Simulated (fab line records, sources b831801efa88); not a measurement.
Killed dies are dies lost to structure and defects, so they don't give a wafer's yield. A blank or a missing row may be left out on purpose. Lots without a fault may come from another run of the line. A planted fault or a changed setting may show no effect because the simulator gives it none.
Which tool did it? | flow sky130 | 6 lots, 18 wafers sampled, at 2 steps of a route of 708

WHAT THE GAUGES READ, wafer by wafer
SKY_METAL2_RS_MEAS_05: measures by four-point-probe.
lot  | measured     | on            | METAL2_ALCU_RS (ohm/sq)
L689 | day 35 03:41 | film_metro-04 | 0.1246 0.1273 0.1267
L691 | day 35 11:10 | film_metro-03 | 0.1285 0.1273 0.1283
L694 | day 36 13:01 | film_metro-04 | 0.1308 0.1282 0.1295
L700 | day 38 06:54 | film_metro-04 | 0.1265 0.1252 0.1263
L701 | day 38 13:53 | film_metro-03 | 0.1254 0.1265 0.1258
L706 | day 39 13:34 | film_metro-01 | 0.1266 0.1279 0.1264

WHICH TOOL RAN EACH LOT (tool, then ch and the chambers of the sampled wafers, then the start)
lot  | SKY_CONTACT_STRIP_19
L689 | plasma_asher-01 ch 0,1, day 32 17:50
L691 | plasma_asher-03 ch 0,1, day 33 01:25
L694 | plasma_asher-04 ch 0,1, day 34 03:14
L700 | plasma_asher-01 ch 0,1, day 35 23:28
L701 | plasma_asher-04 ch 0,1, day 36 05:11
L706 | plasma_asher-03 ch 0,1, day 37 07:49
- SKY_CONTACT_STRIP_19: strips in O2/N2.

THE ANSWER, worked out from the rows above alone
Rule: what is usual is taken from the lots themselves. Put in order of their means at a reading, lots are off if they are a third of the lots or fewer, leave a main group of 4 or more, and stand apart from it by a gap of 3 or more times the standard deviation of the main group's means; of several such gaps the widest counts. A main group whose means are all the same, to the digits that the tables above print for the reading, isn't used. A lot without any number at a reading at which 4 lots or more have one is off too. The other lots that the step has rows for count as sound.
No lot is off at any reading shown: from this, nothing can be told.

WHAT THE SIMULATOR HAD PUT IN
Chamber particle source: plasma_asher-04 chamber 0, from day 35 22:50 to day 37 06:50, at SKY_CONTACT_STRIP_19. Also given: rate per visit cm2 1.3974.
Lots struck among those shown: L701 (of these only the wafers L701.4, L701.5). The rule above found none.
